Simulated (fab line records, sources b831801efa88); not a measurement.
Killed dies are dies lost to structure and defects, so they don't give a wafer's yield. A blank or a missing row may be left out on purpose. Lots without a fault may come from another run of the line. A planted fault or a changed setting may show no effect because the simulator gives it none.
fab line records | flow gf180mcu
record lots=5 wafers=15 last_day=33
route steps=602 shown V1@343 M2@362
lots that met no fault: from a run of the same line without faults
start_h: hours from the record's first day to the start of the lot's first wafer shown | wait_h: hours since the lot's step before | " the same as in the row above | L1.1+2: a row that stands for several wafers | - no value, or no start given | * or withheld: withheld | < > ~ a bound
route shown NAME@n: a module of which the file shows steps, and the number in the route of the first | usual: mean/standard deviation of fault-free wafers | same: alike in all rows | chamber/n: place in a boat | sites: the reading at each site | _std_site: their standard deviation | _edge_site: outer sites' mean less inner sites' | radius_mm: how far each site lies from the wafer's centre | mask NAME#n: copy n | behind: the tool/chamber that last shaped the wafer | hold: why the lot was held/for how many hours/how that ended | device: the transistor (n, p or np) that didn't switch | end of line: the same wafers' tests at the end of the route | a step without rows: its recipe alone | killed: dies lost to structure and defects at the first sort, not the wafer's yield | map: a wafer's dies, x killed, . not, _ none there
set.NAME: the setting as run; set.NAME@STEP: as run at that earlier step | model.NAME: the simulator's own value behind a step, which no gauge read
lots at some steps of the route; a table a step, a row a wafer
services: from which hour (start_h, from the record's first day; less than 0 if before it) a tool's chamber was out of use, for how many hours, and why
## steps
# step GF_V1_COAT_08
# recipe resist=BARC temp_c=withheld time_s=withheld spin_rpm=withheld resist_thk_nm=withheld
# columns lot.wafer tool chamber start_h wait_h
L074.1+3+6 litho_track-03 0 403.25 0.1
L078.1+2+6 litho_track-04 0 438.95 0.1
L086.1+2+3 litho_track-04 0 508.20 0.1
L088.3+5+6 litho_track-04 0 524.80 0.1
L091.1+4+6 litho_track-04 0 553.05 0.1
# step GF_V1_COAT_09
# recipe resist=KrF spin_rpm=withheld resist_thk_nm=1000
# columns lot.wafer tool chamber start_h wait_h
L074.1+3+6 litho_track-03 0 - -
L078.1+2+6 litho_track-04 0 - -
L086.1+2+3 litho_track-04 0 - -
L088.3+5+6 litho_track-04 0 - -
L091.1+4+6 litho_track-04 0 - -
# step GF_V1_SOFTBAKE_10
# recipe temp_c=130 time_s=60 resist=KrF
# usual plate_temp_C=129.99/0.15
# columns lot.wafer tool chamber start_h wait_h plate_temp_C
L074.1 litho_track-03 0 - - 130.14
L074.3 " 0 " " 130.00
L074.6 " 0 " " 130.01
L078.1 litho_track-04 0 - - 129.91
L078.2 " 0 " " 129.97
L078.6 " 0 " " 130.04
L086.1 litho_track-04 0 - - 129.68
L086.2 " 0 " " 129.96
L086.3 " 0 " " 129.64
L088.3 litho_track-04 0 - - 129.95
L088.5 " 0 " " 129.98
L088.6 " 0 " " 130.09
L091.1 litho_track-04 0 - - 130.24
L091.4 " 0 " " 130.21
L091.6 " 0 " " 129.85
# step GF_V1_EXPOSE_11
# recipe mask_id=Via1 target_cd_nm=260 na=0.68 source_shape=conventional sigma_outer=0.6 dose_mj=38
# usual exposure_dose_mJ_cm2=37.99/0.034
# same na=0.68
# columns lot.wafer tool chamber start_h wait_h mask exposure_dose_mJ_cm2
L074.1 krf_scanner-01 0 - - Via1#0 37.96
L074.3 " 0 " " Via1#0 38.02
L074.6 " 0 " " Via1#0 37.98
L078.1 krf_scanner-01 0 - - Via1#0 38.01
L078.2 " 0 " " Via1#0 38.03
L078.6 " 0 " " Via1#0 38.06
L086.1 krf_scanner-02 0 - - Via1#0 38.02
L086.2 " 0 " " Via1#0 38.06
L086.3 " 0 " " Via1#0 38.02
L088.3 krf_scanner-01 0 - - Via1#0 37.99
L088.5 " 0 " " Via1#0 37.96
L088.6 " 0 " " Via1#0 37.98
L091.1 krf_scanner-01 0 - - Via1#0 38.02
L091.4 " 0 " " Via1#0 37.96
L091.6 " 0 " " Via1#0 37.94
# step GF_V1_PEB_12
# recipe peb_temp_c=135 peb_time_s=90 resist=KrF
# usual plate_temp_C=134.96/0.13
# columns lot.wafer tool chamber start_h wait_h plate_temp_C
L074.1 litho_track-04 0 - - 134.87
L074.3 " 0 " " 134.81
L074.6 " 0 " " 134.83
L078.1 litho_track-01 0 - - 135.07
L078.2 " 0 " " 135.01
L078.6 " 0 " " 135.09
L086.1 litho_track-01 0 - - 135.08
L086.2 " 0 " " 134.73
L086.3 " 0 " " 134.80
L088.3 litho_track-03 0 - - 134.87
L088.5 " 0 " " 135.04
L088.6 " 0 " " 135.13
L091.1 litho_track-03 0 - - 135.02
L091.4 " 0 " " 135.02
L091.6 " 0 " " 135.18
# step GF_V1_DEVELOP_13
# recipe develop_time_s=60 resist=KrF dev_temp_c=21
# columns lot.wafer tool chamber start_h wait_h
L074.1+3+6 litho_track-04 0 414.85 0.2
L078.1+2+6 litho_track-01 0 451.61 0.2
L086.1+2+3 litho_track-01 0 519.81 0.2
L088.3+5+6 litho_track-03 0 536.25 0.1
L091.1+4+6 litho_track-03 0 563.85 0.2
# step GF_V1_CD_MEAS_14
# recipe target_cd_nm=260
# usual cd_nm=260.1/1.3
# columns lot.wafer tool chamber start_h wait_h cd_nm
L074.1 cd_sem-01 - 415.00 0.1 261.4
L074.3 " - " " 260.1
L074.6 " - " " 261.0
L078.1 cd_sem-02 - 451.76 0.1 261.1
L078.2 " - " " 260.5
L078.6 " - " " 259.7
L086.1 cd_sem-01 - 519.96 0.1 260.4
L086.2 " - " " 261.1
L086.3 " - " " 260.2
L088.3 cd_sem-02 - 536.39 0.1 261.6
L088.5 " - " " 261.3
L088.6 " - " " 260.2
L091.1 cd_sem-02 - 564.00 0.1 262.6
L091.4 " - " " 261.4
L091.6 " - " " 264.2
# step GF_V1_OVL_MEAS_15
# usual V1_OVL=0/5.6
# columns lot.wafer tool chamber start_h wait_h V1_OVL[nm]
L074.1 overlay-01 - 415.12 0.1 6
L074.3 " - " " 8
L074.6 " - " " 8
L078.1 overlay-01 - 451.88 0.1 -1
L078.2 " - " " 1
L078.6 " - " " -8
L086.1 overlay-01 - 520.08 0.1 0
L086.2 " - " " 6
L086.3 " - " " 7
L088.3 overlay-01 - 536.48 0.1 4
L088.5 " - " " 7
L088.6 " - " " -3
L091.1 overlay-02 - 564.12 0.1 7
L091.4 " - " " 1
L091.6 " - " " 0
# step GF_V1_ETCH_16
# recipe chemistry=N2/H2 target_depth_a=withheld overetch_a=withheld time_s=withheld target=BARC ion_energy_ev=200 source_w=500 bias_w=100 pressure_mtorr=30 n2_flow_sccm=100 h2_flow_sccm=200
# usual drypump_motor_current_A=5.5/0.46 oes_product_au=0.855/0.0044 throttle_valve_pct=13.223/0.0093
# columns lot.wafer tool chamber start_h wait_h drypump_motor_current_A oes_product_au throttle_valve_pct
L074.1 rie_diel-04 0 415.16 0.0 4.8 0.855 13.218
L074.3 " 3 " " 5.8 0.859 13.237
L074.6 " 2 " " 4.8 0.848 13.238
L078.1 rie_diel-04 3 451.91 0.0 5.8 0.861 13.231
L078.2 " 0 " " 4.8 0.854 13.226
L078.6 " 3 " " 5.8 0.856 13.225
L086.1 rie_diel-03 3 520.11 0.0 4.9 0.861 13.227
L086.2 " 0 " " 5.3 0.850 13.213
L086.3 " 1 " " 5.2 0.852 13.223
L088.3 rie_diel-04 2 536.51 0.0 4.8 0.853 13.220
L088.5 " 2 " " 4.9 0.852 13.226
L088.6 " 3 " " 5.8 0.862 13.226
L091.1 rie_diel-02 1 564.16 0.0 6.4 0.860 13.220
L091.4 " 0 " " 5.9 0.859 13.234
L091.6 " 0 " " 5.9 0.856 13.224
# step GF_V1_ETCH_17
# recipe chemistry=C4F8/O2/Ar mask_material=KrF target=SiO2 stop_on=TiN source_w=1500 bias_w=1200 pressure_mtorr=40 c4f8_flow_sccm=withheld O2_flow_sccm=6 Ar_flow_sccm=300 time_s=withheld target_depth_a=6300
# usual oes_product_au=0.855/0.0047
# columns lot.wafer tool chamber start_h wait_h oes_product_au
L074.1 rie_diel-04 0 - - 0.854
L074.3 " 3 " " 0.861
L074.6 " 2 " " 0.854
L078.1 rie_diel-04 3 - - 0.855
L078.2 " 0 " " 0.852
L078.6 " 3 " " 0.853
L086.1 rie_diel-03 3 - - 0.844
L086.2 " 0 " " 0.858
L086.3 " 1 " " 0.854
L088.3 rie_diel-04 2 - - 0.849
L088.5 " 2 " " 0.859
L088.6 " 3 " " 0.846
L091.1 rie_diel-02 1 - - 0.853
L091.4 " 0 " " 0.857
L091.6 " 0 " " 0.861
# step GF_V1_STRIP_18
# recipe chemistry=O2/N2 power_w=1400 pressure_mtorr=1500 platen_temp_c=250 o2_flow_sccm=3000 n2_flow_sccm=300 overash_fraction=0.5
# usual drypump_motor_current_A=5.9/0.39 heater_power_w=359/50 o2_flow_sccm=3001/9.8 oes_product_au=0.593/0.0055 platen_temp_c=249.98/0.16
# columns lot.wafer tool chamber start_h wait_h drypump_motor_current_A heater_power_w o2_flow_sccm oes_product_au platen_temp_c rf_hours_counter_h
L074.1 plasma_asher-02 1 415.29 - 5.5 384 3019 0.599 249.79 32
L074.3 " 0 " " 6.4 281 2999 0.594 250.02 -
L074.6 " 1 " " 5.5 396 3011 0.593 249.92 -
L078.1 plasma_asher-04 0 452.04 - 6.1 304 2999 0.586 250.10 65
L078.2 " 1 " " 6.6 425 3008 0.601 249.85 65
L078.6 " 0 " " 6.1 316 2994 0.590 249.75 -
L086.1 plasma_asher-02 1 520.24 - 5.5 399 2987 0.580 249.82 43
L086.2 " 0 " " 6.3 285 2993 0.593 250.33 43
L086.3 " 1 " " 5.5 393 3008 0.589 249.80 -
L088.3 plasma_asher-04 0 536.67 - 6.1 306 3000 0.589 249.79 -
L088.5 " 0 " " 6.1 314 3005 0.586 249.74 -
L088.6 " 1 " " 6.6 432 3012 0.596 249.99 -
L091.1 plasma_asher-02 0 564.29 - 6.3 278 2992 0.588 249.99 48
L091.4 " 1 " " 5.5 394 3003 0.594 249.97 -
L091.6 " 1 " " 5.5 399 3001 0.589 249.99 -
# step GF_V1_STRIP_19
# recipe chemistry=post_etch_residue_remover time_s=1200 temp_c=72.5
# columns lot.wafer tool chamber start_h wait_h
L074.1+3+6 wet_bench-02 2 415.39 0.1
L078.1+2+6 wet_bench-02 0 452.14 0.1
L086.1+2+3 wet_bench-02 1 520.34 0.1
L088.3+5+6 wet_bench-02 1 536.74 0.0
L091.1+4+6 wet_bench-04 3 564.39 0.1
# step GF_V1_CLEAN_20
# recipe chemistry=DIW dry=n2_spin
# columns lot.wafer tool chamber start_h wait_h
L074.1+3+6 wet_bench-01 3 415.73 0.0
L078.1+2+6 wet_bench-01 3 452.48 0.0
L086.1+2+3 wet_bench-01 2 520.68 0.0
L088.3+5+6 wet_bench-01 3 537.08 0.0
L091.1+4+6 wet_bench-02 3 564.73 0.0
# step GF_V1_SPUTTER_21
# recipe material=Ti target_thk_nm=15 chamber_pressure_pa=5 power_w=2500 substrate_temp_c=200 time_s=80.02
# usual chamber_pressure_pa=5.002/0.011 throttle_valve_pct=30.2/0.66
# columns lot.wafer tool chamber start_h wait_h chamber_pressure_pa throttle_valve_pct
L074.1 pvd_sputter-02 - 415.82 0.0 4.991 30.8
L074.3 " - " " 5.000 30.9
L074.6 " - " " 5.005 29.7
L078.1 pvd_sputter-03 - 452.58 0.0 5.020 30.0
L078.2 " - " " 4.999 30.2
L078.6 " - " " 5.005 30.6
L086.1 pvd_sputter-03 - 520.78 0.0 4.989 29.9
L086.2 " - " " 5.012 30.2
L086.3 " - " " 5.020 30.4
L088.3 pvd_sputter-02 - 537.17 0.0 5.008 29.5
L088.5 " - " " 5.001 30.8
L088.6 " - " " 5.004 31.1
L091.1 pvd_sputter-03 - 564.82 0.0 5.006 30.7
L091.4 " - " " 4.999 30.1
L091.6 " - " " 5.007 29.8
# step GF_V1_SPUTTER_22
# recipe material=TiN target_thk_nm=10 chamber_pressure_pa=5 power_w=4000 time_s=40
# usual chamber_pressure_pa=5.002/0.011 throttle_valve_pct=30.2/0.67
# columns lot.wafer tool chamber start_h wait_h chamber_pressure_pa throttle_valve_pct
L074.1 pvd_sputter-02 - 415.88 0.0 5.009 31.0
L074.3 " - " " 5.019 30.6
L074.6 " - " " 5.011 29.8
L078.1 pvd_sputter-03 - 452.64 0.0 5.005 30.1
L078.2 " - " " 5.002 29.9
L078.6 " - " " 4.992 30.6
L086.1 pvd_sputter-03 - 520.84 0.0 4.991 29.9
L086.2 " - " " 5.000 30.1
L086.3 " - " " 4.981 30.8
L088.3 pvd_sputter-02 - 537.23 0.0 5.023 29.3
L088.5 " - " " 4.994 30.6
L088.6 " - " " 4.995 30.9
L091.1 pvd_sputter-03 - 564.88 0.0 5.006 30.5
L091.4 " - " " 5.010 30.0
L091.6 " - " " 4.985 29.8
# step GF_V1_CVD_23
# recipe material=W target_thk_nm=350 time_s=105.05 temp_c=400 pressure_torr=40
# usual heater_power_w=932/120
# columns lot.wafer tool chamber start_h wait_h heater_power_w
L074.1 cvd_w-02 0 415.92 0.0 834
L074.3 " 1 " " 1014
L074.6 " 0 " " 833
L078.1 cvd_w-02 0 452.68 0.0 822
L078.2 " 1 " " 1013
L078.6 " 1 " " 1007
L086.1 cvd_w-01 1 520.88 0.0 1090
L086.2 " 0 " " 800
L086.3 " 1 " " 1089
L088.3 cvd_w-02 0 537.35 0.1 840
L088.5 " 0 " " 839
L088.6 " 0 " " 836
L091.1 cvd_w-01 0 564.92 0.0 818
L091.4 " 0 " " 837
L091.6 " 1 " " 1075
# step GF_V1_RS_MEAS_24
# recipe thk_meas_gauge=four-point-probe reads=W_of_V1_CVD_23+TiN_of_V1_SPUTTER_22+Ti_of_V1_SPUTTER_21
# usual V1_W_RS=0.327/0.0045
# columns lot.wafer tool chamber start_h wait_h V1_W_RS[ohm/sq]
L074.1 film_metro-01 - 416.03 0.1 0.321
L074.3 " - " " 0.322
L074.6 " - " " 0.326
L078.1 film_metro-01 - 452.80 0.1 0.324
L078.2 " - " " 0.325
L078.6 " - " " 0.321
L086.1 film_metro-03 - 520.99 0.1 0.325
L086.2 " - " " 0.327
L086.3 " - " " 0.326
L088.3 film_metro-01 - 537.54 0.2 0.327
L088.5 " - " " 0.325
L088.6 " - " " 0.324
L091.1 film_metro-03 - 565.03 0.1 0.330
L091.4 " - " " 0.329
L091.6 " - " " 0.321
# step GF_V1_THK_MEAS_25
# recipe thk_meas_gauge=xrf reads=W_of_V1_CVD_23
# usual V1_W_THK=359/5.6
# columns lot.wafer tool chamber start_h wait_h V1_W_THK[nm]
L074.1 film_metro-01 - 416.15 0.1 366
L074.3 " - " " 363
L074.6 " - " " 360
L078.1 film_metro-01 - 452.92 0.1 362
L078.2 " - " " 360
L078.6 " - " " 366
L086.1 film_metro-03 - 521.11 0.1 361
L086.2 " - " " 360
L086.3 " - " " 363
L088.3 film_metro-01 - 537.64 0.1 355
L088.5 " - " " 360
L088.6 " - " " 359
L091.1 film_metro-03 - 565.15 0.1 358
L091.4 " - " " 357
L091.6 " - " " 370
# step GF_V1_CMP_26
# recipe stop_on=SiO2 down_force_psi=3.5 platen_rpm=60 t_overpolish_s=15 target_thk_nm=0 pad_velocity_m_s=0.94248
# usual motor_current_A=11.5/1.2 overpolish_run_s=15.001/0.0094 time_to_endpoint_s=85/4.2
# columns lot.wafer tool chamber start_h wait_h motor_current_A overpolish_run_s time_to_endpoint_s
L074.3 cmp-02 1 416.21 0.0 11.0 15.005 99
L074.1 " 0 " " 11.7 15.009 91
L074.6 " 1 " " 10.3 14.996 99
L078.2 cmp-01 1 453.08 0.1 11.6 15.005 84
L078.1 " 2 " " 12.1 14.993 84
L078.6 " 0 " " 10.0 14.993 88
L086.2 cmp-01 0 521.17 0.0 9.5 14.991 87
L086.1 " 1 " " 11.5 15.007 85
L086.3 " 2 " " 11.8 15.011 85
L088.3 cmp-02 2 537.68 0.0 11.1 14.993 81
L088.6 " 2 " " 10.9 15.010 82
L088.5 " 3 " " 11.7 15.000 81
L091.4 cmp-02 1 565.31 0.1 10.6 15.000 91
L091.1 " 2 " " 11.4 15.012 83
L091.6 " 0 " " 11.3 14.998 79
# step GF_M2_SPUTTER_00
# recipe material=Ti target_thk_nm=37.5 arriving_ion_energy_ev=80 substrate_temp_c=200 chamber_pressure_pa=2 power_w=4000 time_s=150
# usual chamber_pressure_pa=2.000/0.0039 throttle_valve_pct=30.2/1
# columns lot.wafer tool chamber start_h wait_h chamber_pressure_pa throttle_valve_pct
L074.1 pvd_sputter-04 - 416.51 0.1 2.001 28.7
L074.3 " - " " 1.998 28.4
L074.6 " - " " 2.008 28.6
L078.1 pvd_sputter-03 - 453.28 0.1 1.999 30.2
L078.2 " - " " 1.997 30.1
L078.6 " - " " 1.993 30.0
L086.1 pvd_sputter-02 - 521.47 0.2 1.998 29.7
L086.2 " - " " 1.993 30.8
L086.3 " - " " 1.992 30.9
L088.3 pvd_sputter-03 - 537.98 0.2 1.999 30.2
L088.5 " - " " 1.999 29.9
L088.6 " - " " 2.000 30.4
L091.1 pvd_sputter-03 - 565.51 0.1 1.997 30.3
L091.4 " - " " 2.002 29.9
L091.6 " - " " 2.003 30.2
# step GF_M2_SPUTTER_01
# recipe material=TiN target_thk_nm=30 power_w=6500 time_s=25 chamber_pressure_pa=0.4
# usual chamber_pressure_pa=0.3999/0.00084 throttle_valve_pct=30.2/1
# columns lot.wafer tool chamber start_h wait_h chamber_pressure_pa throttle_valve_pct
L074.1 pvd_sputter-04 - 416.61 0.1 0.3989 28.7
L074.3 " - " " 0.3981 28.6
L074.6 " - " " 0.3994 28.5
L078.1 pvd_sputter-03 - 453.38 0.1 0.4021 30.3
L078.2 " - " " 0.3999 30.0
L078.6 " - " " 0.4017 30.2
L086.1 pvd_sputter-02 - 521.57 0.1 0.3998 29.4
L086.2 " - " " 0.3988 30.5
L086.3 " - " " 0.3989 30.7
L088.3 pvd_sputter-03 - 538.08 0.1 0.3988 30.5
L088.5 " - " " 0.3996 29.9
L088.6 " - " " 0.3999 29.9
L091.1 pvd_sputter-03 - 565.61 0.1 0.4000 30.3
L091.4 " - " " 0.3997 29.9
L091.6 " - " " 0.4011 29.9
# step GF_M2_SPUTTER_02
# recipe material=AlCu target_thk_nm=450 power_w=10600 time_s=23.9 chamber_pressure_pa=0.4
# usual chamber_pressure_pa=0.4000/0.00085 throttle_valve_pct=30.2/1
# columns lot.wafer tool chamber start_h wait_h chamber_pressure_pa throttle_valve_pct
L074.1 pvd_sputter-04 - 416.64 0.0 0.3999 28.8
L074.3 " - " " 0.3986 28.2
L074.6 " - " " 0.3989 28.5
L078.1 pvd_sputter-03 - 453.41 0.0 0.3999 30.0
L078.2 " - " " 0.4005 29.9
L078.6 " - " " 0.3998 29.8
L086.1 pvd_sputter-02 - 521.61 0.0 0.3996 29.6
L086.2 " - " " 0.3992 30.8
L086.3 " - " " 0.4004 30.9
L088.3 pvd_sputter-03 - 538.11 0.0 0.4013 30.2
L088.5 " - " " 0.3994 29.6
L088.6 " - " " 0.4000 30.0
L091.1 pvd_sputter-03 - 565.64 0.0 0.4003 30.8
L091.4 " - " " 0.3996 29.9
L091.6 " - " " 0.3994 30.1
# step GF_M2_SPUTTER_03
# recipe material=Ti target_thk_nm=10 substrate_temp_c=300 chamber_pressure_pa=0.3 power_w=3000 time_s=6.7
# usual chamber_pressure_pa=0.2999/0.00061 throttle_valve_pct=30.2/1
# columns lot.wafer tool chamber start_h wait_h chamber_pressure_pa throttle_valve_pct
L074.1 pvd_sputter-04 - 416.67 0.0 0.3009 28.8
L074.3 " - " " 0.2992 28.6
L074.6 " - " " 0.2997 28.5
L078.1 pvd_sputter-03 - 453.44 0.0 0.2996 30.3
L078.2 " - " " 0.3001 30.0
L078.6 " - " " 0.3003 29.9
L086.1 pvd_sputter-02 - 521.64 0.0 0.2993 29.8
L086.2 " - " " 0.2997 30.7
L086.3 " - " " 0.3008 30.8
L088.3 pvd_sputter-03 - 538.14 0.0 0.3004 30.5
L088.5 " - " " 0.2989 29.7
L088.6 " - " " 0.3004 30.1
L091.1 pvd_sputter-03 - 565.67 0.0 0.2995 30.7
L091.4 " - " " 0.3003 29.8
L091.6 " - " " 0.2994 30.1
# step GF_M2_SPUTTER_04
# recipe material=TiN target_thk_nm=50 power_w=6500 time_s=41.7 chamber_pressure_pa=0.4
# usual chamber_pressure_pa=0.4001/0.00079 throttle_valve_pct=30.2/1
# columns lot.wafer tool chamber start_h wait_h chamber_pressure_pa throttle_valve_pct
L074.1 pvd_sputter-04 - 416.69 0.0 0.4002 28.6
L074.3 " - " " 0.4011 28.4
L074.6 " - " " 0.3999 28.4
L078.1 pvd_sputter-03 - 453.46 0.0 0.4006 30.1
L078.2 " - " " 0.3999 30.2
L078.6 " - " " 0.4000 30.0
L086.1 pvd_sputter-02 - 521.66 0.0 0.3995 29.8
L086.2 " - " " 0.3991 30.6
L086.3 " - " " 0.4007 30.8
L088.3 pvd_sputter-03 - 538.16 0.0 0.3994 30.3
L088.5 " - " " 0.4006 29.9
L088.6 " - " " 0.3996 30.2
L091.1 pvd_sputter-03 - 565.69 0.0 0.4004 30.6
L091.4 " - " " 0.4009 29.8
L091.6 " - " " 0.4007 30.3
# step GF_M2_RS_MEAS_05
# recipe thk_meas_gauge=four-point-probe reads=TiN_of_M2_SPUTTER_04+Ti_of_M2_SPUTTER_03+AlCu_of_M2_SPUTTER_02+TiN_of_M2_SPUTTER_01+Ti_of_M2_SPUTTER_00
# usual M2_ALCU_RS=0.0696/0.0007
# columns lot.wafer tool chamber start_h wait_h M2_ALCU_RS[ohm/sq]
L074.1 film_metro-02 - 416.73 0.0 0.0693
L074.3 " - " " 0.0700
L074.6 " - " " 0.0699
L078.1 film_metro-02 - 453.50 0.0 0.0698
L078.2 " - " " 0.0698
L078.6 " - " " 0.0698
L086.1 film_metro-02 - 521.70 0.0 0.0693
L086.2 " - " " 0.0692
L086.3 " - " " 0.0689
L088.3 film_metro-04 - 538.24 0.1 0.0702
L088.5 " - " " 0.0684
L088.6 " - " " 0.0694
L091.1 film_metro-03 - 565.73 0.0 0.0697
L091.4 " - " " 0.0703
L091.6 " - " " 0.0702
# step GF_M2_THK_MEAS_06
# recipe thk_meas_gauge=xrf reads=AlCu_of_M2_SPUTTER_02
# usual M2_ALCU_THK=457/5.5
# columns lot.wafer tool chamber start_h wait_h M2_ALCU_THK[nm]
L074.1 film_metro-02 - 416.85 0.1 462
L074.3 " - " " 458
L074.6 " - " " 455
L078.1 film_metro-02 - 453.62 0.1 459
L078.2 " - " " 460
L078.6 " - " " 458
L086.1 film_metro-02 - 521.82 0.1 459
L086.2 " - " " 458
L086.3 " - " " 461
L088.3 film_metro-04 - 538.34 0.1 454
L088.5 " - " " 466
L088.6 " - " " 459
L091.1 film_metro-03 - 565.85 0.1 452
L091.4 " - " " 448
L091.6 " - " " 450
# step GF_M2_DEHYDRATE_07
# recipe temp_c=200 time_s=60
# usual plate_temp_C=200.01/0.17
# columns lot.wafer tool chamber start_h wait_h plate_temp_C
L074.1 litho_track-04 0 428.00 11.1 199.99
L074.3 " 0 " " 200.07
L074.6 " 0 " " 199.96
L078.1 litho_track-04 0 464.95 11.3 200.09
L078.2 " 0 " " 199.86
L078.6 " 0 " " 200.20
L086.1 litho_track-02 0 532.85 11.0 200.24
L086.2 " 0 " " 200.25
L086.3 " 0 " " 200.07
L088.3 litho_track-03 0 548.50 10.2 200.00
L088.5 " 0 " " 199.77
L088.6 " 0 " " 200.02
L091.1 litho_track-03 0 576.15 10.3 199.96
L091.4 " 0 " " 200.16
L091.6 " 0 " " 200.15
# step GF_M2_HMDS_08
# recipe prime_time_s=60 prime_temp_c=120
# columns lot.wafer tool chamber start_h wait_h
L074.1+3+6 litho_track-04 0 428.15 0.1
L078.1+2+6 litho_track-04 0 465.10 0.1
L086.1+2+3 litho_track-02 0 533.00 0.1
L088.3+5+6 litho_track-03 0 548.65 0.1
L091.1+4+6 litho_track-03 0 576.30 0.1
# step GF_M2_COAT_09
# recipe resist=KrF spin_rpm=withheld resist_thk_nm=1000
# columns lot.wafer tool chamber start_h wait_h
L074.1+3+6 litho_track-04 0 428.30 0.1
L078.1+2+6 litho_track-04 0 465.25 0.1
L086.1+2+3 litho_track-02 0 533.15 0.1
L088.3+5+6 litho_track-03 0 548.80 0.1
L091.1+4+6 litho_track-03 0 576.45 0.1
# step GF_M2_SOFTBAKE_10
# recipe temp_c=130 time_s=60 resist=KrF
# usual plate_temp_C=129.98/0.17
# columns lot.wafer tool chamber start_h wait_h plate_temp_C
L074.1 litho_track-04 0 428.45 0.1 130.09
L074.3 " 0 " " 130.08
L074.6 " 0 " " 130.00
L078.1 litho_track-04 0 465.40 0.1 130.08
L078.2 " 0 " " 130.02
L078.6 " 0 " " 129.76
L086.1 litho_track-02 0 533.30 0.1 129.73
L086.2 " 0 " " 129.76
L086.3 " 0 " " 129.64
L088.3 litho_track-03 0 548.95 0.1 130.05
L088.5 " 0 " " 129.98
L088.6 " 0 " " 129.98
L091.1 litho_track-03 0 576.60 0.1 129.97
L091.4 " 0 " " 130.01
L091.6 " 0 " " 130.12
# step GF_M2_EXPOSE_11
# recipe mask_id=Metal2 target_cd_nm=280 na=0.68 source_shape=conventional sigma_outer=0.6 dose_mj=28
# usual exposure_dose_mJ_cm2=28.00/0.034
# same na=0.68
# columns lot.wafer tool chamber start_h wait_h mask exposure_dose_mJ_cm2
L074.1 krf_scanner-01 0 - - Metal2#0 28.00
L074.3 " 0 " " Metal2#0 28.03
L074.6 " 0 " " Metal2#0 28.05
L078.1 krf_scanner-01 0 - - Metal2#0 28.06
L078.2 " 0 " " Metal2#0 28.02
L078.6 " 0 " " Metal2#0 28.01
L086.1 krf_scanner-02 0 - - Metal2#0 27.95
L086.2 " 0 " " Metal2#0 27.99
L086.3 " 0 " " Metal2#0 27.92
L088.3 krf_scanner-02 0 - - Metal2#0 28.01
L088.5 " 0 " " Metal2#0 28.02
L088.6 " 0 " " Metal2#0 28.02
L091.1 krf_scanner-01 0 - - Metal2#0 27.98
L091.4 " 0 " " Metal2#0 28.02
L091.6 " 0 " " Metal2#0 27.95
# step GF_M2_PEB_12
# recipe peb_temp_c=135 peb_time_s=90 resist=KrF
# usual plate_temp_C=135.03/0.15
# columns lot.wafer tool chamber start_h wait_h plate_temp_C
L074.1 litho_track-04 0 - - 135.27
L074.3 " 0 " " 135.11
L074.6 " 0 " " 135.23
L078.1 litho_track-02 0 - - 134.94
L078.2 " 0 " " 135.11
L078.6 " 0 " " 135.19
L086.1 litho_track-04 0 - - 135.04
L086.2 " 0 " " 135.10
L086.3 " 0 " " 134.96
L088.3 litho_track-04 0 - - 135.27
L088.5 " 0 " " 135.14
L088.6 " 0 " " 135.18
L091.1 litho_track-04 0 - - 135.20
L091.4 " 0 " " 135.07
L091.6 " 0 " " 135.11
# step GF_M2_DEVELOP_13
# recipe develop_time_s=60 dev_temp_c=21
# columns lot.wafer tool chamber start_h wait_h
L074.1+3+6 litho_track-04 0 441.00 0.2
L078.1+2+6 litho_track-02 0 477.45 0.2
L086.1+2+3 litho_track-04 0 544.10 0.2
L088.3+5+6 litho_track-04 0 559.55 0.1
L091.1+4+6 litho_track-04 0 587.20 0.2
# step GF_M2_CD_MEAS_14
# recipe target_cd_nm=280
# usual cd_nm=280.0/1.4
# columns lot.wafer tool chamber start_h wait_h cd_nm
L074.1 cd_sem-01 - 441.15 0.1 278.7
L074.3 " - " " 277.2
L074.6 " - " " 278.0
L078.1 cd_sem-02 - 477.60 0.1 281.4
L078.2 " - " " 279.6
L078.6 " - " " 279.9
L086.1 cd_sem-01 - 544.25 0.1 278.0
L086.2 " - " " 277.0
L086.3 " - " " 277.8
L088.3 cd_sem-01 - 559.69 0.1 282.3
L088.5 " - " " 282.3
L088.6 " - " " 281.8
L091.1 cd_sem-02 - 587.35 0.1 282.3
L091.4 " - " " 281.2
L091.6 " - " " 282.4
# step GF_M2_OVL_MEAS_15
# usual M2_OVL=4/7.6
# columns lot.wafer tool chamber start_h wait_h M2_OVL[nm]
L074.1 overlay-02 - 441.27 0.1 8
L074.3 " - " " 3
L074.6 " - " " -3
L078.1 overlay-01 - 477.72 0.1 7
L078.2 " - " " 6
L078.6 " - " " 8
L086.1 overlay-02 - 544.37 0.1 0
L086.2 " - " " -3
L086.3 " - " " 0
L088.3 overlay-01 - 559.78 0.1 -2
L088.5 " - " " 2
L088.6 " - " " -2
L091.1 overlay-01 - 587.47 0.1 -3
L091.4 " - " " -1
L091.6 " - " " 4
## services
# columns tool chamber start_h hours kind
krf_scanner-02 - 383.33 4.4 pm
pvd_sputter-02 - 385.18 0.9 repair
krf_scanner-01 - 387.70 1.3 pm
pvd_sputter-03 - 387.76 21.1 repair
krf_scanner-02 - 397.22 0.6 repair
cmp-02 - 404.05 4.0 pm
krf_scanner-01 - 409.88 3.6 pm
pvd_sputter-03 - 420.41 3.6 repair
cvd_w-02 0 427.13 6.8 repair
krf_scanner-02 - 456.21 1.0 pm
cvd_w-02 1 456.25 1.5 repair
pvd_sputter-02 - 486.72 6.4 repair
pvd_sputter-03 - 489.57 30.4 repair
krf_scanner-01 - 490.14 0.8 pm
pvd_sputter-04 - 499.70 2.1 repair
krf_scanner-01 - 500.28 0.9 repair
krf_scanner-01 - 506.81 0.3 repair
krf_scanner-01 - 508.54 1.0 pm
cmp-02 - 510.42 7.3 pm
krf_scanner-01 - 561.62 0.9 repair
krf_scanner-01 - 563.01 1.3 pm
pvd_sputter-02 - 563.79 2.6 repair
pvd_sputter-04 - 582.77 1.7 repair
krf_scanner-01 - 584.48 1.6 repair
## key
fault none
